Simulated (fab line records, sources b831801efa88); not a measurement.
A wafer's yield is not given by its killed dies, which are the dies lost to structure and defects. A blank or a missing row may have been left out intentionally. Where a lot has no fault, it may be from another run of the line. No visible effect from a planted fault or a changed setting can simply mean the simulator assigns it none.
2 desks, one fault ; flow sky130 ; numbers are kept per desk, each desk with only its own; the story behind them comes last

AT THE TOOL OWNER'S DESK: iline_stepper-02
The tool's own readings at SKY_VT_ADJUST_NCORE_EXPOSE_04 (exposes mask LVTN COMPLEMENT THIN, target cd 380 nm): means of the sampled wafers that have a number, for each lot that ran on this tool. If a lot's mean is further than 4 standard deviations from the usual mean, the lot is out of limits and carries the mark OUT (the distance appears in the brackets).
Columns: A = exposure_dose_mJ_cm2 at SKY_VT_ADJUST_NCORE_EXPOSE_04, usual 138.94; B = focus_offset_nm at SKY_VT_ADJUST_NCORE_EXPOSE_04, usual 0.1 nm
lot;first seen here;A;B
L188;day 7 20:49;139.14;0.5
L189;day 8 00:40;139.03;-0.1
L190;day 8 11:56;138.96;-0.2
L197;day 10 12:58;139.02;-0.1
L199;day 11 03:16;138.70;-0.5
L210;day 15 09:46;138.81;0.4
Result from this desk: across the 6 lots, nothing is out of limits.

THE METROLOGY DESK
Lot by lot, what the gauges showed, no matter which tool ran the lot: averages of those sampled wafers that carry a number. If a lot's mean is further than 4 standard deviations from the usual mean, the lot is out of limits and carries the mark OUT (the distance appears in the brackets).
Columns: A = VT_ADJUST_HVTP_TW at SKY_VT_ADJUST_HVTP_TW_MEAS_11, usual 1351; B = VT_ADJUST_LVTN_TW at SKY_VT_ADJUST_LVTN_TW_MEAS_10, usual 239.1
lot;first seen here;A;B
L188;day 5 23:28;1320;235.7
L189;day 6 02:57;1377;239.0
L190;day 6 11:54;1323;242.4
L192;day 6 19:16;1361;235.1
L196;day 8 03:37;1360;240.6
L197;day 8 05:58;1364;236.7
L198;day 8 13:19;1365;236.4
L199;day 8 19:28;1366;241.1
L200;day 8 22:19;1361;239.7
L203;day 9 22:19;1322;235.0
L208;day 12 12:48;1351;239.9
L211;day 12 13:05;1366;236.5
L210;day 12 15:58;1318;236.6
L209;day 12 16:16;1322;241.3
Result from this desk: across the 14 lots, nothing is out of limits.

TAKEN TOGETHER
Nothing out of limits was seen by the tool owner's desk.
From the metrology desk's view, nothing was out of limits.

WHAT WAS PUT IN BY THE SIMULATOR
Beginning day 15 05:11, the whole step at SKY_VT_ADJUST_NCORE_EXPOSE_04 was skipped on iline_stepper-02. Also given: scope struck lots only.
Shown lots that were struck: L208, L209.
